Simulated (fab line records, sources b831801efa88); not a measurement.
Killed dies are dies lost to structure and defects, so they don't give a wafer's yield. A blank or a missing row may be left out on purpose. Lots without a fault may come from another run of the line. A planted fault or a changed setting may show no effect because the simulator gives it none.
A struck lot beside a sound one | flow sky130 | 28 steps out of a route of 708
Sound: wafers L520.1, L520.2, L520.4. Struck: wafers L507.1, L507.5, L507.6. The cause comes at the end.
At each step with rows: each side's tool, then ch and its chambers, then its first start. Under that, the readings that differ: sound wafers | struck wafers | difference of the means | sigmas: that difference in standard deviations of wafers without a fault.
alike: readings whose means differ by less than 2 such deviations, and words and numbers that are the same on both sides. not compared: withheld readings, readings that some wafer has no value for, bounds like >300 that may hide the same value, and numbers for which the record gives no deviation and whose values overlap.
The two part at a step that has a row with sigmas, a row that says differs or no value, or rows on one side only. Numbers that don't overlap but have no deviation are shown without sigmas and don't part them. A reading that every wafer of one side lacks parts them only if that side has two wafers or more.

first, 5 steps without rows for these wafers: SKY_SONOS_ONO_COAT_08 (resist thk 1140 nm); SKY_SONOS_ONO_SOFTBAKE_09 (time 60 s); SKY_SONOS_ONO_EXPOSE_10 (exposes mask ONOM, target cd 410 nm); SKY_SONOS_ONO_PEB_11; SKY_SONOS_ONO_DEVELOP_12 (develop time 60 s).
SKY_SONOS_ONO_CD_MEAS_13: target cd 410 nm.
  sound on cd_sem-02, day 18 02:14; struck on cd_sem-01, day 13 08:53
  alike: cd_nm
SKY_SONOS_ONO_OVL_MEAS_14:
  sound on overlay-02, day 18 02:21; struck on overlay-02, day 13 09:00
  reading            | sound        | struck         | difference | sigmas
  SONOS_ONO_OVL (nm) | 1.5 1.3 -0.4 | -1.3 -0.9 -2.6 | -2.4       | -2
SKY_SONOS_ONO_ETCH_15: etches the open film in CHF3/O2, target depth 19.52 nm, time 7.8 s.
  sound on rie_diel-01 ch 0,1,3, day 18 02:23; struck on rie_diel-03 ch 0,1, day 13 09:02
  alike: drypump_motor_current_A, oes_product_au, throttle_valve_pct
  not compared: rf_hours_counter_h
then, 1 step without rows for these wafers: SKY_SONOS_ONO_WET_ETCH_16 (etches SiO2 in dHF, target depth 14 nm, time 280 s).
SKY_SONOS_ONO_STRIP_17: strips in O2/N2.
  sound on plasma_asher-03 ch 0,1, day 18 02:30; struck on plasma_asher-02 ch 0,1, day 13 09:08
  alike: drypump_motor_current_A, oes_product_au, strip_time_to_endpoint_s
  not compared: rf_hours_counter_h
then, 2 steps without rows for these wafers: SKY_SONOS_ONO_WET_ETCH_18 (etches Si3N4 in H3PO4, target depth 15 nm, time 172 s); SKY_GATE_OXIDE_CLEAN_00 (cleans in SC1/SC2, time 150 s).
SKY_GATE_OXIDE_OXIDATION_01: stabilise 600 s, purge 300 s, target thk 10.268 nm.
  sound on furnace-01 ch 0, day 18 03:44; struck on furnace-02 ch 0, day 13 09:22
  reading                                           | sound             | struck            | difference | sigmas
  model.SiO2_of_GATE_OXIDE_OXIDATION_01.thk_nm (nm) | 10.36 10.28 10.37 | 12.24 12.43 12.23 | +1.96      |
  alike: ox_temp_c_max, spike_tc_lower_C, tube_center_temp_C, zone_power_lower_pct
SKY_GATE_OXIDE_THK_MEAS_02:
  sound on film_metro-01, day 18 05:09; struck on film_metro-01, day 13 11:05
  reading                          | sound             | struck            | difference | sigmas
  GATE_OXIDE_OXIDATION_00_THK (nm) | 10.35 10.32 10.39 | 12.27 12.44 12.23 | +1.96      | +10
  not compared: hold
then, 6 steps without rows for these wafers: SKY_GATE_OXIDE_HMDS_04 (prime time 60 s); SKY_GATE_OXIDE_COAT_05 (resist thk 1140 nm); SKY_GATE_OXIDE_SOFTBAKE_06 (time 60 s); SKY_GATE_OXIDE_EXPOSE_07 (exposes mask LVOM, target cd 600 nm); SKY_GATE_OXIDE_PEB_08; SKY_GATE_OXIDE_DEVELOP_09 (develop time 60 s).
SKY_GATE_OXIDE_OVL_MEAS_10:
  sound on overlay-01, day 19 10:38; struck on overlay-01, day 14 12:11
  alike: GATE_OXIDE_OVL
then, 2 steps without rows for these wafers: SKY_GATE_OXIDE_IMPLANT_11; SKY_GATE_OXIDE_WET_ETCH_12 (etches SiO2 in dHF, target depth 16.8 nm, time 336 s).
SKY_GATE_OXIDE_STRIP_13: strips in O2/N2.
  sound on plasma_asher-03 ch 0,1, day 19 10:56; struck on plasma_asher-04 ch 0,1, day 14 12:29
  alike: drypump_motor_current_A, oes_product_au, strip_time_to_endpoint_s
  not compared: rf_hours_counter_h
SKY_GATE_OXIDE_TW_MEAS_14:
  sound on film_metro-04, day 19 11:02; struck on film_metro-01, day 14 12:48
  alike: GATE_OXIDE_TW
  not compared: hold
SKY_GATE_OXIDE_OXIDATION_16: stabilise 600 s, purge 300 s, target thk 3.57 nm.
  sound on furnace-01 ch 0, day 19 11:14; struck on furnace-01 ch 0, day 14 19:13
  reading                                           | sound             | struck           | difference | sigmas
  model.SiO2_of_GATE_OXIDE_OXIDATION_01.thk_nm (nm) | 11.69 11.62 11.71 | 13.5 13.68 13.49 | +1.9       |
  alike: ox_temp_c_max, spike_tc_lower_C, tube_center_temp_C, zone_power_lower_pct
then, 1 step without rows for these wafers: SKY_POLY_GATE_CVD_00 (deposits poly-Si, target thk 180 nm, time 720 s).
-- the record jumps here: 31 days lie between the struck wafers' starts before and after (it left off in module POLY_GATE and takes up again in module PAD_OPEN, whose first step shown is number 708 of the route) --
SKY_PAD_OPEN_PROBE_99:
  sound on prober-02, day 49 10:16; struck on prober-02, day 46 06:37
  reading                                | sound                         | struck                       | difference | sigmas
  model.etest.nfet_16v.r_on_ohm_um       | 1.397e+04 1.417e+04 1.404e+04 | 1.52e+04 1.532e+04 1.519e+04 | +1.18e+03  |
  model.etest.tip_sonos.rs_ohm_sq        | 2559 2540 2572                | 3190 3180 3158               | +619       |
  model.etest.pfet_g5v0d10v5.r_on_ohm_um | 4872 4939 4895                | 5198 5142 5144               | +259       |
  model.etest.nfet_g5v0d10v5.r_on_ohm_um | 1912 1912 1948                | 2041 2066 2035               | +123       |
  model.etest.nfet_g5v0d10v5.drive_ua_um | 598.7 599.8 592.8             | 523.7 510.9 525.8            | -77.0      |
  model.etest.nfet_05v0_nvt.drive_ua_um  | 568 573.5 568.5               | 501.8 494.5 506              | -69.2      |
  model.etest.pfet_g5v0d10v5.drive_ua_um | 333.9 330.8 331.1             | 300.4 302.5 306              | -29.0      |
  model.etest.nfet_16v.drive_ua_um       | 220.4 218.4 219.5             | 186.6 186.3 187.7            | -32.6      |

WHERE THEY PART
First at SKY_SONOS_ONO_OVL_MEAS_14; last, within this record, at SKY_GATE_OXIDE_THK_MEAS_02. Later steps at which nothing parts them and some readings are alike: SKY_GATE_OXIDE_OVL_MEAS_10, SKY_GATE_OXIDE_STRIP_13, SKY_GATE_OXIDE_TW_MEAS_14, SKY_GATE_OXIDE_OXIDATION_16.

WHY: what the simulator had put in
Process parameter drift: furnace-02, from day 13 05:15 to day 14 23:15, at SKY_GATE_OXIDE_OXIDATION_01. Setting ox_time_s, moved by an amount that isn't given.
